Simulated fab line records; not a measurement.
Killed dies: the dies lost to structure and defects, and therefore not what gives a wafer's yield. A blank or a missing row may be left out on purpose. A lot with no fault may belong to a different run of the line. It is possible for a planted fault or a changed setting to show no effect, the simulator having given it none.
Which of the tools did it? + flow sky130 + 12 lots with 36 wafers sampled at 4 steps, on a route of 708 steps

WHAT THE GAUGES READ, wafer by wafer
SKY_VIA1_CD_MEAS_12 targets a cd of 150 nm.
| lot  | measured     | on       | cdNm (nm)         |
|------|--------------|----------|-------------------|
| L304 | day 33 23:51 | cdSem-01 | 148.8 148.9 149.9 |
| L309 | day 35 04:06 | cdSem-02 | 151.4 151.2 151.1 |
| L308 | day 35 07:07 | cdSem-02 | 148.8 147.3 147.2 |
| L311 | day 35 23:45 | cdSem-01 | 151.9 152.5 151.7 |
| L313 | day 36 18:15 | cdSem-02 | 151.9 152.3 151.3 |
| L315 | day 37 12:27 | cdSem-02 | 147.3 149.0 148.0 |
| L319 | day 38 17:06 | cdSem-02 | 152.8 151.8 152.0 |
| L320 | day 38 18:18 | cdSem-01 | 149.3 149.5 149.9 |
| L322 | day 39 14:57 | cdSem-02 | 147.8 149.5 148.4 |
| L323 | day 39 22:11 | cdSem-01 | 149.0 148.1 147.9 |
| L324 | day 40 04:05 | cdSem-01 | 146.8 148.1 146.8 |
| L326 | day 40 15:35 | cdSem-02 | 148.8 150.0 151.1 |

TOOL THAT RAN EACH LOT (tool first, then ch and the chambers of the sampled wafers, then the start)
| lot  | SKY_LDD_N_COAT_02                | SKY_LDD_N_STRIP_16                  | SKY_VIA1_CMP_02               |
|------|----------------------------------|-------------------------------------|-------------------------------|
| L304 | lithoTrack-03 ch 0, day 17 06:19 | plasmaAsher-01 ch 0,1, day 17 21:40 | cmp-01 ch 1,3, day 32 20:51   |
| L309 | lithoTrack-04 ch 0, day 18 13:13 | plasmaAsher-01 ch 0, day 19 06:20   | cmp-02 ch 2,3, day 34 01:40   |
| L308 | lithoTrack-03 ch 0, day 18 15:57 | plasmaAsher-03 ch 0,1, day 19 09:07 | cmp-02 ch 0,3, day 34 05:07   |
| L311 | lithoTrack-04 ch 0, day 19 10:25 | plasmaAsher-04 ch 0,1, day 20 02:49 | cmp-02 ch 2,3, day 34 21:31   |
| L313 | lithoTrack-01 ch 0, day 20 04:27 | plasmaAsher-03 ch 0,1, day 20 21:31 | cmp-02 ch 0,1,3, day 35 15:09 |
| L315 | lithoTrack-04 ch 0, day 21 02:25 | plasmaAsher-03 ch 0,1, day 21 21:34 | cmp-01 ch 0,1,3, day 36 09:41 |
| L319 | lithoTrack-01 ch 0, day 22 14:00 | plasmaAsher-04 ch 0, day 23 07:07   | cmp-02 ch 0,2,3, day 37 14:56 |
| L320 | lithoTrack-03 ch 0, day 22 19:30 | plasmaAsher-01 ch 0,1, day 23 12:25 | cmp-02 ch 0,1,3, day 37 16:16 |
| L322 | lithoTrack-04 ch 0, day 23 16:46 | plasmaAsher-03 ch 0,1, day 24 08:47 | cmp-02 ch 0,3, day 38 13:41   |
| L323 | lithoTrack-04 ch 0, day 24 02:32 | plasmaAsher-04 ch 0,1, day 24 19:02 | cmp-02 ch 0,2,3, day 38 20:59 |
| L324 | lithoTrack-04 ch 0, day 24 11:44 | plasmaAsher-04 ch 0,1, day 25 03:52 | cmp-02 ch 1,2,3, day 39 03:47 |
| L326 | lithoTrack-01 ch 0, day 24 21:44 | plasmaAsher-01 ch 0,1, day 25 14:31 | cmp-01 ch 0,1,3, day 39 14:47 |
- SKY_LDD_N_COAT_02: resist thk 300 nm.
- SKY_LDD_N_STRIP_16: strips in O2/N2.
- SKY_VIA1_CMP_02: polishes SiO2.

WHAT THE TOOLS THEMSELVES READ (means of the sampled wafers that have a number; where no wafer has one, the mark that the record gives instead)
SKY_LDD_N_COAT_02.
| lot  | tool          | exhaustPa (Pa) | resistLineTempC (C) |
|------|---------------|----------------|---------------------|
| L304 | lithoTrack-03 | 46.5           | 23.13               |
| L309 | lithoTrack-04 | 45.2           | 23.08               |
| L308 | lithoTrack-03 | 44.7           | 23.04               |
| L311 | lithoTrack-04 | 45.0           | 22.91               |
| L313 | lithoTrack-01 | 43.6           | 23.07               |
| L315 | lithoTrack-04 | 44.1           | 23.02               |
| L319 | lithoTrack-01 | 44.6           | 23.12               |
| L320 | lithoTrack-03 | 44.5           | 23.02               |
| L322 | lithoTrack-04 | 45.1           | 23.09               |
| L323 | lithoTrack-04 | 45.3           | 22.93               |
| L324 | lithoTrack-04 | 45.4           | 22.92               |
| L326 | lithoTrack-01 | 45.0           | 23.08               |

SKY_LDD_N_STRIP_16.
| lot  | tool           | drypumpMotorCurrentA (A) | oesProductAu (a.u.) | stripTimeToEndpointS (s) |
|------|----------------|--------------------------|---------------------|--------------------------|
| L304 | plasmaAsher-01 | 5.4                      | 0.405               | 4.315                    |
| L309 | plasmaAsher-01 | 5.3                      | 0.406               | 4.301                    |
| L308 | plasmaAsher-03 | 6.3                      | 0.404               | 4.326                    |
| L311 | plasmaAsher-04 | 6.0                      | 0.405               | 4.307                    |
| L313 | plasmaAsher-03 | 6.3                      | 0.404               | 4.320                    |
| L315 | plasmaAsher-03 | 5.9                      | 0.404               | 4.294                    |
| L319 | plasmaAsher-04 | 5.9                      | 0.405               | 4.307                    |
| L320 | plasmaAsher-01 | 5.5                      | 0.407               | 4.331                    |
| L322 | plasmaAsher-03 | 6.3                      | 0.405               | 4.317                    |
| L323 | plasmaAsher-04 | 6.1                      | 0.424               | 4.656                    |
| L324 | plasmaAsher-04 | 6.0                      | 0.421               | 4.667                    |
| L326 | plasmaAsher-01 | 5.4                      | 0.408               | 4.316                    |

SKY_VIA1_CMP_02.
| lot  | tool   | edgeZonePressureFrac | headPressurePsi (psi) | motorCurrentA (A) |
|------|--------|----------------------|-----------------------|-------------------|
| L304 | cmp-01 | 1.004                | 4.000                 | 11.5              |
| L309 | cmp-02 | 1.001                | 3.993                 | 11.4              |
| L308 | cmp-02 | 0.999                | 4.007                 | 11.0              |
| L311 | cmp-02 | 1.001                | 4.004                 | 11.5              |
| L313 | cmp-02 | 1.000                | 4.002                 | 11.5              |
| L315 | cmp-01 | 1.001                | 4.006                 | 11.2              |
| L319 | cmp-02 | 0.997                | 3.999                 | 11.5              |
| L320 | cmp-02 | 0.998                | 3.999                 | 11.4              |
| L322 | cmp-02 | 1.003                | 3.999                 | 11.4              |
| L323 | cmp-02 | 0.996                | 3.996                 | 10.9              |
| L324 | cmp-02 | 0.994                | 4.007                 | 11.8              |
| L326 | cmp-01 | 1.004                | 4.012                 | 11.0              |

THE ANSWER, worked out from the rows above alone
Rule: the usual values come from the lots themselves. The widest of any qualifying gaps counts: lots, ordered by their means at a reading, are off when they make up no more than a third of the lots, leave a main group of 4 or more, and stand apart from it by 3 or more times the standard deviation of that group's means. Not used: any main group whose means are identical at the precision the tables above print for the reading. Also off: a lot with no number at a reading for which 4 or more lots have one. Any other lot the step has rows for is counted as sound. After the gauges, taken in route order, come the tools' own readings; for these a lot's mean is taken, as printed above. At the first step where some lot is off, the reading lying furthest off is the one used; lots without a number count as furthest.
Off at SKY_LDD_N_STRIP_16 (stripTimeToEndpointS): L323, L324. Main group: mean 4.313 s, sd 0.011.
A tool fits if, at that step or a process step before it, it ran every lot that is off, and no sound lot after the first of them. Undecided on this evidence; 2 tools fit (lithoTrack-04 at SKY_LDD_N_COAT_02, plasmaAsher-04 at SKY_LDD_N_STRIP_16).

WHAT THE SIMULATOR HAD PUT IN
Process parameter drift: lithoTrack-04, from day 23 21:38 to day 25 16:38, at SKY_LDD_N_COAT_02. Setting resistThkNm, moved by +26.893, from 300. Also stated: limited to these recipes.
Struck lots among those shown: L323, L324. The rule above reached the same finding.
